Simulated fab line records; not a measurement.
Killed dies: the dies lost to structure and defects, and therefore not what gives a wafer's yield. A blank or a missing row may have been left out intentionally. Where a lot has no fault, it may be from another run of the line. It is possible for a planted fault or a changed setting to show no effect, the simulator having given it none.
A sampling plan put to the test :: flow sky130 :: one line in one fab, 47 faults in these records, each fault weighed on the records of the lots it struck
The plan is the line's own looks: the steps of the route at which a gauge or an inspection reads the wafer and doesn't change it. A look is open to judgement when struck wafers have a number at it and the file gives its usual mean and standard deviation on fault-free wafers. Caught: 4 or more of those standard deviations (sigma) separate the usual mean from the mean of the struck wafers at a look after the fault's first step. On the tool: the fault's steps, tested the same way using the tool's own readings. If the struck wafers alone have a blank record, or they carry another recipe, that too counts as caught.

## THE FAULTS, as the simulator had put them in
1. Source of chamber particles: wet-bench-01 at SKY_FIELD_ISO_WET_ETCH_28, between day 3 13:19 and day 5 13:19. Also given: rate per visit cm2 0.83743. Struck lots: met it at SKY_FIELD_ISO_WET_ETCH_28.
2. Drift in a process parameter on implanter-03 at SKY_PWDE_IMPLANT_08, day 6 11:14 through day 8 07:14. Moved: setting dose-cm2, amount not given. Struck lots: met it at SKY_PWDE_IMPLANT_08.
3. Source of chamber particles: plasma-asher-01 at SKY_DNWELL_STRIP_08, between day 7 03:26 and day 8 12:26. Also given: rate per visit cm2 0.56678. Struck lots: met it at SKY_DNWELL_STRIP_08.
4. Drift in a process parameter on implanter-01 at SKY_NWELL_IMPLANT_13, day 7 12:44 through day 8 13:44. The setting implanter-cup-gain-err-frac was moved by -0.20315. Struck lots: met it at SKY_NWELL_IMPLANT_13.
5. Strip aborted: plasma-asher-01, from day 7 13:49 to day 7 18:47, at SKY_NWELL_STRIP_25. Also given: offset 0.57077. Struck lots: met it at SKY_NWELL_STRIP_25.
6. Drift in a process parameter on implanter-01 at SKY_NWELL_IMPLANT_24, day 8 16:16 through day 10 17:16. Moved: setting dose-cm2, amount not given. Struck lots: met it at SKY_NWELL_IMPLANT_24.
7. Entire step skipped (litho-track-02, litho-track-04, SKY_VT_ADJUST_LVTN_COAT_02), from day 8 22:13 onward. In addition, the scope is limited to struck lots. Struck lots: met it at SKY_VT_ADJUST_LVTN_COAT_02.
8. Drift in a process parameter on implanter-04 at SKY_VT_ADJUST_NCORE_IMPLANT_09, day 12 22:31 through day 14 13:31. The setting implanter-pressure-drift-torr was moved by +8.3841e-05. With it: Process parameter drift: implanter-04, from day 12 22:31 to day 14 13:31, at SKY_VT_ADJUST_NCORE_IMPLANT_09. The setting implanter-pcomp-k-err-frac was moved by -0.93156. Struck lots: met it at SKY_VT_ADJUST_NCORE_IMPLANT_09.
9. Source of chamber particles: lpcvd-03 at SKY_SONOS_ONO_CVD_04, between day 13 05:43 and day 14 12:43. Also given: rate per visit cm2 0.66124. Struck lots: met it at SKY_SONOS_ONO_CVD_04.
10. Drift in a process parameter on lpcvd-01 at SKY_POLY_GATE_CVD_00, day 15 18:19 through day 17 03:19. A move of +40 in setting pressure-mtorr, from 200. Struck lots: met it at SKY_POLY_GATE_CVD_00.
11. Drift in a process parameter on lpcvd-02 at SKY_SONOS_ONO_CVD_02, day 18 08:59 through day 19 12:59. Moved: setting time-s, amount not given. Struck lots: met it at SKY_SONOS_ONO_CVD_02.
12. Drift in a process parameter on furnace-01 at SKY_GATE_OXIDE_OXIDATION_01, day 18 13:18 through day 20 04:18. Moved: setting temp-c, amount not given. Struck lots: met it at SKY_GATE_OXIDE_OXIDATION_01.
13. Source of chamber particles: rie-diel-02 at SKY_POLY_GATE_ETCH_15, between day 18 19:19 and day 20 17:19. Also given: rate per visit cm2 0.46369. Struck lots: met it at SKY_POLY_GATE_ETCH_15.
14. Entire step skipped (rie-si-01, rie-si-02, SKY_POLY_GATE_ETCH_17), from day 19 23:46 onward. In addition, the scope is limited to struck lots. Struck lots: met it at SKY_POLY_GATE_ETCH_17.
15. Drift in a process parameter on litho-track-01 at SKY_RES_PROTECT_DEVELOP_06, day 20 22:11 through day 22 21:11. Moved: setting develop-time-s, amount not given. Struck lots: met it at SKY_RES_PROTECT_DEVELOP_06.
16. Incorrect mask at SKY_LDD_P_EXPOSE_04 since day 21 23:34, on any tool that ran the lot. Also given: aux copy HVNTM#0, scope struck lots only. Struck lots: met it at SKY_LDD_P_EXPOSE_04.
17. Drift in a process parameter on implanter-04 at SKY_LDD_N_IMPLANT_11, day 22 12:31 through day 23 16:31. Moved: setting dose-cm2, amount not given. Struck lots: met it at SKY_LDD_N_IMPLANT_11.
18. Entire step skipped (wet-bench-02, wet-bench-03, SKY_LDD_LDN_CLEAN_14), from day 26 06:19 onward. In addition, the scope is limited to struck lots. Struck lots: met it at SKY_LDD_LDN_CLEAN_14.
19. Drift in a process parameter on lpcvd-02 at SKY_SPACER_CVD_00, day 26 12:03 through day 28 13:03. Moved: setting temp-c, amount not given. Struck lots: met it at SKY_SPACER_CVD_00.
20. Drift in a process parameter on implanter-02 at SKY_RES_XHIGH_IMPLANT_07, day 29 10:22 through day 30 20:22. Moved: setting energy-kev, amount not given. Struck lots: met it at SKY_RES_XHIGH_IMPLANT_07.
21. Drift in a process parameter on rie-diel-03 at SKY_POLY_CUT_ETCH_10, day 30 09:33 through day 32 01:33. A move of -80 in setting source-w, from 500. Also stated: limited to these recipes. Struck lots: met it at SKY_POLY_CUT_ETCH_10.
22. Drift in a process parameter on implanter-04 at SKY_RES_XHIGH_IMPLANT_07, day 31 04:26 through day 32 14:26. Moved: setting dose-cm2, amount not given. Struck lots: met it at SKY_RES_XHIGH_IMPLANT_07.
23. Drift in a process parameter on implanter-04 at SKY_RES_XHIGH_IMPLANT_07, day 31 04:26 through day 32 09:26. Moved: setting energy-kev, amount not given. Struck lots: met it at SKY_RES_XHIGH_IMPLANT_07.
24. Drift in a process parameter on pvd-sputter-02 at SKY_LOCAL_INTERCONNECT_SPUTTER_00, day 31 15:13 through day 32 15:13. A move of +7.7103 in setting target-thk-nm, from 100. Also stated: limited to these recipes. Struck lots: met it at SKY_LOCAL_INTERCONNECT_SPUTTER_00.
25. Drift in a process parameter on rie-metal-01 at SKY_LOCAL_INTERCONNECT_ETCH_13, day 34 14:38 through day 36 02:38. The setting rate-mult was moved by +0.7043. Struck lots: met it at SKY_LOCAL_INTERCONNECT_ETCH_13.
26. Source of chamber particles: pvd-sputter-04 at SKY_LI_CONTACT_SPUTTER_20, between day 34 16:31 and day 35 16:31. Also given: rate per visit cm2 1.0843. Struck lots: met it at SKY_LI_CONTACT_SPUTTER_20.
27. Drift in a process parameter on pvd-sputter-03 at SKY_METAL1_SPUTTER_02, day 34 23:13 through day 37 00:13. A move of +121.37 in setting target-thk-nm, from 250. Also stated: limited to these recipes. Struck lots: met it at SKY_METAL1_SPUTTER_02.
28. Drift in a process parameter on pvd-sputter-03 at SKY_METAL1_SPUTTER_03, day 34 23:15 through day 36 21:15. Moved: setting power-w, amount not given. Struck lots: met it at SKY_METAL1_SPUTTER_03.
29. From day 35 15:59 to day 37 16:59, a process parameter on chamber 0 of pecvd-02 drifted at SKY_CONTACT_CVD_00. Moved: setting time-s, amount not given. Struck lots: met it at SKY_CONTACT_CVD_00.
30. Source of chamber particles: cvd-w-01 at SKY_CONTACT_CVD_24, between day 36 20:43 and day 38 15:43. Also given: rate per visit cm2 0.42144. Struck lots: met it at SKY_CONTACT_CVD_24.
31. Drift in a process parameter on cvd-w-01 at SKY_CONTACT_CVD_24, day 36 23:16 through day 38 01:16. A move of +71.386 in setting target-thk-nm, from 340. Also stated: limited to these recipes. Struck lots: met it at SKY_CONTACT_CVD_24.
32. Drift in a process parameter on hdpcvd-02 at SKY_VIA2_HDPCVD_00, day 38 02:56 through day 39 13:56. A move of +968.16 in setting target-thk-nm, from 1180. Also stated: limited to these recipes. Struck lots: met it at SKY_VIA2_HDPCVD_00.
33. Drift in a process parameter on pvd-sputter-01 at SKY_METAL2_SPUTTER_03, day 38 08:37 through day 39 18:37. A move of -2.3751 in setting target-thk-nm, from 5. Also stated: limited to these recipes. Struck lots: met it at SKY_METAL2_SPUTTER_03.
34. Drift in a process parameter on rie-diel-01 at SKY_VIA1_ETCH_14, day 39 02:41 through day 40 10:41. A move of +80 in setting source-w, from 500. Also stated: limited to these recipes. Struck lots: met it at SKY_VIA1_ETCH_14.
35. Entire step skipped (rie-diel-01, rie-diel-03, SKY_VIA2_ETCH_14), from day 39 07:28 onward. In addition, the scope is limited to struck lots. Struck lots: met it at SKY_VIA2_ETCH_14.
36. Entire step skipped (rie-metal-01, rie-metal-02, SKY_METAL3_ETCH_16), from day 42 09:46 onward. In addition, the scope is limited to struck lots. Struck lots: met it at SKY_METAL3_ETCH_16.
37. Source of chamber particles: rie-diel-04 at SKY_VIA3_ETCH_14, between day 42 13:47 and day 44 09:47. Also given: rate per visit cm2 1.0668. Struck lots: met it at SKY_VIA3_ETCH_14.
38. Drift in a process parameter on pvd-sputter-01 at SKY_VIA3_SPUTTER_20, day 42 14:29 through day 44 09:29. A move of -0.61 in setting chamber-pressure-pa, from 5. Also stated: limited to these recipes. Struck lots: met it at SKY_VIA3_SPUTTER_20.
39. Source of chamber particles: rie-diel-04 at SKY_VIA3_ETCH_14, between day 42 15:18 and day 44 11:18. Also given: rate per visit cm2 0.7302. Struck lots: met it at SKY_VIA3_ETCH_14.
40. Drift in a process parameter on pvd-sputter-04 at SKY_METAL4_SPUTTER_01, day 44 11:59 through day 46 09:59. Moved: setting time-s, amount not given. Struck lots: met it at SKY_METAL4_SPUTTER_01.
41. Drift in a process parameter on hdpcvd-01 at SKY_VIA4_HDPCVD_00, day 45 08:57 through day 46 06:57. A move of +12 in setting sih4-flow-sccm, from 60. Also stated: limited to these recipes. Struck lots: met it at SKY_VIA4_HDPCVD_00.
42. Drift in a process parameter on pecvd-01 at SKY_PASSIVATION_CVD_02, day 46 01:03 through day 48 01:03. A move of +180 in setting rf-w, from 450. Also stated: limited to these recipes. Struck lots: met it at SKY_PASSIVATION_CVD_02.
43. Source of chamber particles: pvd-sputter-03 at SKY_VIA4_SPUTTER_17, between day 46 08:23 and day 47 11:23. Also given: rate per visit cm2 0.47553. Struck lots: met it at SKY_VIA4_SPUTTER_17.
44. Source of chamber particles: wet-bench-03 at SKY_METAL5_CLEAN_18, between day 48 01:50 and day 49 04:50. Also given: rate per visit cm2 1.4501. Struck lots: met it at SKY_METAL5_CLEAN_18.
45. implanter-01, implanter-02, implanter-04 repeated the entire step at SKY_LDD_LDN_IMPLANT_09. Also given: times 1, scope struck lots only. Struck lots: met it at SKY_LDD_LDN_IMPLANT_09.
46. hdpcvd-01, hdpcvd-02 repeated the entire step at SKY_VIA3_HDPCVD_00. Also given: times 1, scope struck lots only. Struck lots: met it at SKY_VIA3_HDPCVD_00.
47. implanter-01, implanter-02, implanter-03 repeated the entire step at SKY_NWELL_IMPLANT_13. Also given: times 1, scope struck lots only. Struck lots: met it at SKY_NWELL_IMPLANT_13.

## WHAT THE PLAN SAW
fault: 1
on the tool itself: under 2 sigma
first look that catches it: not the one look that can be judged after it
reading, sigma: -
median hours from its first step to that look: -
hours from the fault's start to the first struck lot there: -
judged looks passed uncaught: 1

fault: 2
on the tool itself: dose-ions-cm2 +99 or beyond sigma
first look that catches it: SKY_PWDE_TW_MEAS_10
reading, sigma: PWDE_TW +5.2
median hours from its first step to that look: 0.2
hours from the fault's start to the first struck lot there: 7
judged looks passed uncaught: 0

fault: 3
on the tool itself: under 2 sigma
first look that catches it: not the one look that can be judged after it
reading, sigma: -
median hours from its first step to that look: -
hours from the fault's start to the first struck lot there: -
judged looks passed uncaught: 1

fault: 4
on the tool itself: beam-on-s +12 sigma
first look that catches it: not the one look that can be judged after it
reading, sigma: strongest: NWELL_RS at SKY_NWELL_RS_MEAS_29, -3.3
median hours from its first step to that look: -
hours from the fault's start to the first struck lot there: -
judged looks passed uncaught: 1

fault: 5
on the tool itself: oes-product-au +49 sigma
first look that catches it: SKY_VT_ADJUST_HVTP_TW_MEAS_11
reading, sigma: VT_ADJUST_HVTP_TW -99 or beyond
median hours from its first step to that look: 20.6
hours from the fault's start to the first struck lot there: 26
judged looks passed uncaught: 0

fault: 6
on the tool itself: dose-ions-cm2 +99 or beyond sigma
first look that catches it: none of the 3 looks that can be judged after it
reading, sigma: strongest: NWELL_2_TW at SKY_NWELL_TW_MEAS_26, +2.7
median hours from its first step to that look: -
hours from the fault's start to the first struck lot there: -
judged looks passed uncaught: 3

fault: 7
on the tool itself: the tool's record is blank for the struck wafers
first look that catches it: SKY_VT_ADJUST_LVTN_TW_MEAS_21
reading, sigma: VT_ADJUST_LVTN_2_TW +36
median hours from its first step to that look: 33.3
hours from the fault's start to the first struck lot there: 34
judged looks passed uncaught: 0

fault: 8
on the tool itself: end-station-pressure-torr +99 or beyond sigma
first look that catches it: SKY_VT_ADJUST_NCORE_TW_MEAS_11
reading, sigma: VT_ADJUST_NCORE_TW +9.8
median hours from its first step to that look: 0.2
hours from the fault's start to the first struck lot there: 3
judged looks passed uncaught: 0

fault: 9
on the tool itself: under 2 sigma
first look that catches it: not the one look that can be judged after it
reading, sigma: -
median hours from its first step to that look: -
hours from the fault's start to the first struck lot there: -
judged looks passed uncaught: 1

fault: 10
on the tool itself: pressure-mtorr +99 or beyond sigma
first look that catches it: SKY_POLY_GATE_THK_MEAS_01
reading, sigma: POLY_GATE_CVD_00_THK +11
median hours from its first step to that look: 1.2
hours from the fault's start to the first struck lot there: 10
judged looks passed uncaught: 0

fault: 11
on the tool itself: no reading that can be judged
first look that catches it: SKY_SONOS_ONO_THK_MEAS_03
reading, sigma: SONOS_ONO_CVD_02_THK +9.1
median hours from its first step to that look: 1.1
hours from the fault's start to the first struck lot there: 4
judged looks passed uncaught: 0

fault: 12
on the tool itself: tube-center-temp-C -99 or beyond sigma
first look that catches it: SKY_GATE_OXIDE_THK_MEAS_02
reading, sigma: GATE_OXIDE_OXIDATION_00_THK -12
median hours from its first step to that look: 1.4
hours from the fault's start to the first struck lot there: 4
judged looks passed uncaught: 0

fault: 13
on the tool itself: under 2 sigma
first look that catches it: not the one look that can be judged after it
reading, sigma: -
median hours from its first step to that look: -
hours from the fault's start to the first struck lot there: -
judged looks passed uncaught: 1

fault: 14
on the tool itself: the tool's record is blank for the struck wafers
first look that catches it: no look after it can be judged
reading, sigma: -
median hours from its first step to that look: -
hours from the fault's start to the first struck lot there: -
judged looks passed uncaught: 0

fault: 15
on the tool itself: under 2 sigma
first look that catches it: SKY_RES_PROTECT_TW_MEAS_08
reading, sigma: POLY_GATE_TW -80
median hours from its first step to that look: 0.4
hours from the fault's start to the first struck lot there: 1
judged looks passed uncaught: 0

fault: 16
on the tool itself: only faintly: exposure-dose-mJ-cm2 -2.3 sigma
first look that catches it: SKY_LDD_P_TW_MEAS_11
reading, sigma: LDD_P_TW -81
median hours from its first step to that look: 14.9
hours from the fault's start to the first struck lot there: 15
judged looks passed uncaught: 0

fault: 17
on the tool itself: dose-ions-cm2 +99 or beyond sigma
first look that catches it: SKY_LDD_N_TW_MEAS_17
reading, sigma: LDD_N_TW +16
median hours from its first step to that look: 0.9
hours from the fault's start to the first struck lot there: 27
judged looks passed uncaught: 0

fault: 18
on the tool itself: the tool's record is blank for the struck wafers
first look that catches it: no look after it can be judged
reading, sigma: -
median hours from its first step to that look: -
hours from the fault's start to the first struck lot there: -
judged looks passed uncaught: 0

fault: 19
on the tool itself: susceptor-temp-C -48 sigma
first look that catches it: SKY_SPACER_THK_MEAS_01
reading, sigma: SPACER_CVD_00_THK -31
median hours from its first step to that look: 1.2
hours from the fault's start to the first struck lot there: 0
judged looks passed uncaught: 0

fault: 20
on the tool itself: beam-energy-keV +96 sigma
first look that catches it: no look after it can be judged
reading, sigma: -
median hours from its first step to that look: -
hours from the fault's start to the first struck lot there: -
judged looks passed uncaught: 0

fault: 21
on the tool itself: rf-fwd-power-W -32 sigma
first look that catches it: not the one look that can be judged after it
reading, sigma: -
median hours from its first step to that look: -
hours from the fault's start to the first struck lot there: -
judged looks passed uncaught: 1

fault: 22
on the tool itself: dose-ions-cm2 -99 or beyond sigma
first look that catches it: SKY_RES_XHIGH_TW_MEAS_09
reading, sigma: RES_XHIGH_TW -21
median hours from its first step to that look: 0.2
hours from the fault's start to the first struck lot there: 23
judged looks passed uncaught: 0

fault: 23
on the tool itself: beam-energy-keV -99 or beyond sigma
first look that catches it: no look after it can be judged
reading, sigma: -
median hours from its first step to that look: -
hours from the fault's start to the first struck lot there: -
judged looks passed uncaught: 0

fault: 24
on the tool itself: under 2 sigma
first look that catches it: SKY_LOCAL_INTERCONNECT_RS_MEAS_01
reading, sigma: LOCAL_INTERCONNECT_TIN_RS -8.6
median hours from its first step to that look: 0.1
hours from the fault's start to the first struck lot there: 21
judged looks passed uncaught: 0

fault: 25
on the tool itself: under 2 sigma
first look that catches it: no look after it can be judged
reading, sigma: -
median hours from its first step to that look: -
hours from the fault's start to the first struck lot there: -
judged looks passed uncaught: 0

fault: 26
on the tool itself: under 2 sigma
first look that catches it: not the one look that can be judged after it
reading, sigma: -
median hours from its first step to that look: -
hours from the fault's start to the first struck lot there: -
judged looks passed uncaught: 1

fault: 27
on the tool itself: under 2 sigma
first look that catches it: SKY_METAL1_RS_MEAS_05
reading, sigma: METAL1_ALCU_RS -29
median hours from its first step to that look: 0.1
hours from the fault's start to the first struck lot there: 1
judged looks passed uncaught: 0

fault: 28
on the tool itself: cathode-dc-power-W -99 or beyond sigma
first look that catches it: no look after it can be judged
reading, sigma: -
median hours from its first step to that look: -
hours from the fault's start to the first struck lot there: -
judged looks passed uncaught: 0

fault: 29
on the tool itself: under 2 sigma
first look that catches it: SKY_CONTACT_THK_MEAS_01
reading, sigma: CONTACT_CVD_00_THK -43
median hours from its first step to that look: 0.1
hours from the fault's start to the first struck lot there: 2
judged looks passed uncaught: 0

fault: 30
on the tool itself: under 2 sigma
first look that catches it: not the one look that can be judged after it
reading, sigma: -
median hours from its first step to that look: -
hours from the fault's start to the first struck lot there: -
judged looks passed uncaught: 1

fault: 31
on the tool itself: under 2 sigma
first look that catches it: SKY_CONTACT_RS_MEAS_25
reading, sigma: CONTACT_W_RS -14
median hours from its first step to that look: 0.1
hours from the fault's start to the first struck lot there: 2
judged looks passed uncaught: 0

fault: 32
on the tool itself: under 2 sigma
first look that catches it: SKY_VIA2_THK_MEAS_01
reading, sigma: VIA2_HDPCVD_THK +75
median hours from its first step to that look: 0.1
hours from the fault's start to the first struck lot there: 0
judged looks passed uncaught: 0

fault: 33
on the tool itself: under 2 sigma
first look that catches it: no look after it can be judged
reading, sigma: -
median hours from its first step to that look: -
hours from the fault's start to the first struck lot there: -
judged looks passed uncaught: 0

fault: 34
on the tool itself: rf-fwd-power-W +39 sigma
first look that catches it: not the one look that can be judged after it
reading, sigma: -
median hours from its first step to that look: -
hours from the fault's start to the first struck lot there: -
judged looks passed uncaught: 1

fault: 35
on the tool itself: the tool's record is blank for the struck wafers
first look that catches it: no look after it can be judged
reading, sigma: -
median hours from its first step to that look: -
hours from the fault's start to the first struck lot there: -
judged looks passed uncaught: 0

fault: 36
on the tool itself: the tool's record is blank for the struck wafers
first look that catches it: no look after it can be judged
reading, sigma: -
median hours from its first step to that look: -
hours from the fault's start to the first struck lot there: -
judged looks passed uncaught: 0

fault: 37
on the tool itself: under 2 sigma
first look that catches it: not the one look that can be judged after it
reading, sigma: -
median hours from its first step to that look: -
hours from the fault's start to the first struck lot there: -
judged looks passed uncaught: 1

fault: 38
on the tool itself: chamber-pressure-pa -64 sigma
first look that catches it: no look after it can be judged
reading, sigma: -
median hours from its first step to that look: -
hours from the fault's start to the first struck lot there: -
judged looks passed uncaught: 0

fault: 39
on the tool itself: under 2 sigma
first look that catches it: no look after it can be judged
reading, sigma: -
median hours from its first step to that look: -
hours from the fault's start to the first struck lot there: -
judged looks passed uncaught: 0

fault: 40
on the tool itself: under 2 sigma
first look that catches it: no look after it can be judged
reading, sigma: -
median hours from its first step to that look: -
hours from the fault's start to the first struck lot there: -
judged looks passed uncaught: 0

fault: 41
on the tool itself: sih4-flow-sccm +70 sigma
first look that catches it: SKY_VIA4_THK_MEAS_01
reading, sigma: VIA4_HDPCVD_THK +21
median hours from its first step to that look: 0.2
hours from the fault's start to the first struck lot there: 17
judged looks passed uncaught: 0

fault: 42
on the tool itself: rf-fwd-power-W +99 or beyond sigma
first look that catches it: SKY_PASSIVATION_THK_MEAS_03
reading, sigma: PASSIVATION_CVD_02_THK +9.4
median hours from its first step to that look: 0.2
hours from the fault's start to the first struck lot there: 7
judged looks passed uncaught: 0

fault: 43
on the tool itself: under 2 sigma
first look that catches it: no look after it can be judged
reading, sigma: -
median hours from its first step to that look: -
hours from the fault's start to the first struck lot there: -
judged looks passed uncaught: 0

fault: 44
on the tool itself: no reading that can be judged
first look that catches it: no look after it can be judged
reading, sigma: -
median hours from its first step to that look: -
hours from the fault's start to the first struck lot there: -
judged looks passed uncaught: 0

fault: 45
on the tool itself: under 2 sigma
first look that catches it: SKY_LDD_LDN_TW_MEAS_13
reading, sigma: LDD_LDN_TW +9.3
median hours from its first step to that look: 0.9
hours from the fault's start to the first struck lot there: -
judged looks passed uncaught: 0

fault: 46
on the tool itself: under 2 sigma
first look that catches it: SKY_VIA3_THK_MEAS_01
reading, sigma: VIA3_HDPCVD_THK +99 or beyond
median hours from its first step to that look: 0.5
hours from the fault's start to the first struck lot there: -
judged looks passed uncaught: 0

fault: 47
on the tool itself: no reading that can be judged
first look that catches it: SKY_NWELL_RS_MEAS_29
reading, sigma: NWELL_RS -12
median hours from its first step to that look: 18.8
hours from the fault's start to the first struck lot there: -
judged looks passed uncaught: 0
Dash: fault not caught, or number not given in these records.

Caught at a look: 22 of 47. Caught on the tool: 23 of 47. By one or the other: 34 of 47.
Faults caught by the tool alone: 4, 6, 14, 18, 20, 21, 23, 28, 34, 35, 36, 38.
Caught at a look alone: faults 11, 15, 16, 24, 27, 29, 31, 32, 45, 46, 47.
Caught by neither: faults 1, 3, 9, 13, 25, 26, 30, 33, 37, 39, 40, 43, 44.

## THINNER SAMPLING
If the look that catches a fault measured only every second or every third lot, by lot number, the first struck lot would be measured this late in the worst case:
fault: 2
struck lots at that look, in order of time: L948, L950
every lot: 7 h
every second lot: may miss all 2
every third lot: may miss all 2

fault: 5
struck lots at that look, in order of time: L741
every lot: 26 h
every second lot: may miss it
every third lot: may miss it

fault: 7
struck lots at that look, in order of time: L542, L544, L545
every lot: 34 h
every second lot: 37 h
every third lot: may miss all 3

fault: 8
struck lots at that look, in order of time: L836, L837, L838
every lot: 3 h
every second lot: 6 h
every third lot: 16 h

fault: 10
struck lots at that look, in order of time: L418, L419, L421
every lot: 10 h
every second lot: 25 h
every third lot: may miss all 3

fault: 11
struck lots at that look, in order of time: L858, L859
every lot: 4 h
every second lot: 13 h
every third lot: may miss all 2

fault: 12
struck lots at that look, in order of time: L395, L396
every lot: 4 h
every second lot: 16 h
every third lot: may miss all 2

fault: 15
struck lots at that look, in order of time: L389, L390
every lot: 1 h
every second lot: 2 h
every third lot: may miss all 2

fault: 16
struck lots at that look, in order of time: L851
every lot: 15 h
every second lot: may miss it
every third lot: may miss it

fault: 17
struck lots at that look, in order of time: L463, L462
every lot: 27 h
every second lot: 28 h
every third lot: may miss all 2

fault: 19
struck lots at that look, in order of time: L505, L506
every lot: 0 h
every second lot: 2 h
every third lot: may miss all 2

fault: 22
struck lots at that look, in order of time: L864, L868, L867
every lot: 23 h
every second lot: 29 h
every third lot: may miss all 3

fault: 24
struck lots at that look, in order of time: L875, L877
every lot: 21 h
every second lot: may miss all 2
every third lot: may miss all 2

fault: 27
struck lots at that look, in order of time: L964, L965, L968
every lot: 1 h
every second lot: 45 h
every third lot: may miss all 3

fault: 29
struck lots at that look, in order of time: L537
every lot: 2 h
every second lot: may miss it
every third lot: may miss it

fault: 31
struck lots at that look, in order of time: L269, L271
every lot: 2 h
every second lot: may miss all 2
every third lot: may miss all 2

fault: 32
struck lots at that look, in order of time: L463, L462
every lot: 0 h
every second lot: 5 h
every third lot: may miss all 2

fault: 41
struck lots at that look, in order of time: L847, L846
every lot: 17 h
every second lot: 18 h
every third lot: may miss all 2

fault: 42
struck lots at that look, in order of time: L958, L961
every lot: 7 h
every second lot: 48 h
every third lot: may miss all 2
Hours count from the start of the fault until the first struck lot that is measured. 4 sigma limit: tested on the pooled struck wafers, so a lone lot may be under it. Other struck lots may not be in these records.

## THE LONGEST TIMED WAY FROM STEP TO LOOK
Fault 7: a median of 33.3 hours passes between SKY_VT_ADJUST_LVTN_COAT_02 and SKY_VT_ADJUST_LVTN_TW_MEAS_21. No look between them can be judged.
